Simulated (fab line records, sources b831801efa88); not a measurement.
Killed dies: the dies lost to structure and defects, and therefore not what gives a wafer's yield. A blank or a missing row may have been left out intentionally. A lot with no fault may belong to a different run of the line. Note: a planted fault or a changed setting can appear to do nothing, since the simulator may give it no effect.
Problem report, 8D (eight disciplines) form, completed by code + flow sky130 + the parts of the form that need people (team, actions taken, sign-off) are left out

## 1. WHAT IS WRONG
Wafers without a fault read 379.4 nm, standard deviation 2.5; cdNm at SKY_LDD_P_CD_MEAS_07 reads a mean of 404.9 nm on 3 wafers belonging to 2 lots. That is +10 standard deviations from the usual mean.
The step: target cd 380 nm.
Seen first at day 22 13:55 on cdSem-01, wafer L195.3. At this step, 39 wafers from 13 lots have a number in the record. Rule for "out", or "out of limits": more than 4 standard deviations from the usual mean. All remaining wafers that have a number are taken as sound.

## 2. WHAT IT IS, AND WHAT IT ISN'T
| question                    | is                     | is not                                                                                       |
|-----------------------------|------------------------|----------------------------------------------------------------------------------------------|
| which readings at this step | cdNm                   | -                                                                                            |
| which lots                  | L195, L196             | L186, L187, L188, L189, L191, L192, L193, L206, L207, L208, L209                             |
| which wafers of those lots  | L195.3, L196.2, L196.3 | L195.4, L195.5, L196.4                                                                       |
| read on which gauges        | cdSem-01               | cdSem-02                                                                                     |
| when                        | from day 22 13:55      | up to then (23 sound wafers); but 13 sound wafers of L196, L206, L207, L208, L209 came after |

## 3. WHAT RULES OUT EACH SUSPECT
Counting: if a tool at a process step up to the reading ran every lot that is out, it stays a suspect. Sound lots after the first of them don't rule it out here, since some wafers of a struck lot are sound.
- the gauge at SKY_LDD_P_CD_MEAS_07: kept. All the wafers that are out were read on cdSem-01, and no step on other tools shows them out.
- lithoTrack-02 at SKY_LDD_P_DEVELOP_06 (develop time 60 s): kept. It processed each lot that is out (first: L195, day 22 13:47); up to then, its last sound lot is L193 (day 21 17:59).
After counting, lithoTrack-02 at SKY_LDD_P_DEVELOP_06 and cdSem-01 at SKY_LDD_P_CD_MEAS_07 remain.

## 4. THE CAUSE (what the simulator had put in)
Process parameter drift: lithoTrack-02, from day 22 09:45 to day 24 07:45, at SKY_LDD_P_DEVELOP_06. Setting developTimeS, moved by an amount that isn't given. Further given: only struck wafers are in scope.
This tool is one of the 2 suspects left after counting.

## 5. THE CHAIN OF EFFECTS, in route order
Each row: a reading where the mean over the struck wafers with a number is more than 3 standard deviations away from the usual. Readings are gone through only where the record gives a usual standard deviation; hours: the median, over the lots, of the time from a lot's start at the first step in this table giving one to that lot's start at this step; sigmas: the change measured in usual standard deviations.
| hours | step                 | reading | usual    | on struck wafers | change | sigmas |
|-------|----------------------|---------|----------|------------------|--------|--------|
| 0     | SKY_LDD_P_CD_MEAS_07 | cdNm    | 379.4 nm | 404.9            | +25.5  | +10    |

## 6. HOW IT WOULD HAVE BEEN CAUGHT EARLIER
In this record the first reading out of limits at a measuring or inspecting step was taken at day 22 13:55, 4 hours after the fault began at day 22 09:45.
No tool reading at SKY_LDD_P_DEVELOP_06 that has a usual standard deviation in the record was out on any struck wafer, so an alarm limit of 4 standard deviations on those readings would not have fired.
Of the lots that are out (2), L196 began SKY_LDD_P_DEVELOP_06 on lithoTrack-02 after day 22 13:55. Had the tool been put on hold then, it would have been spared.
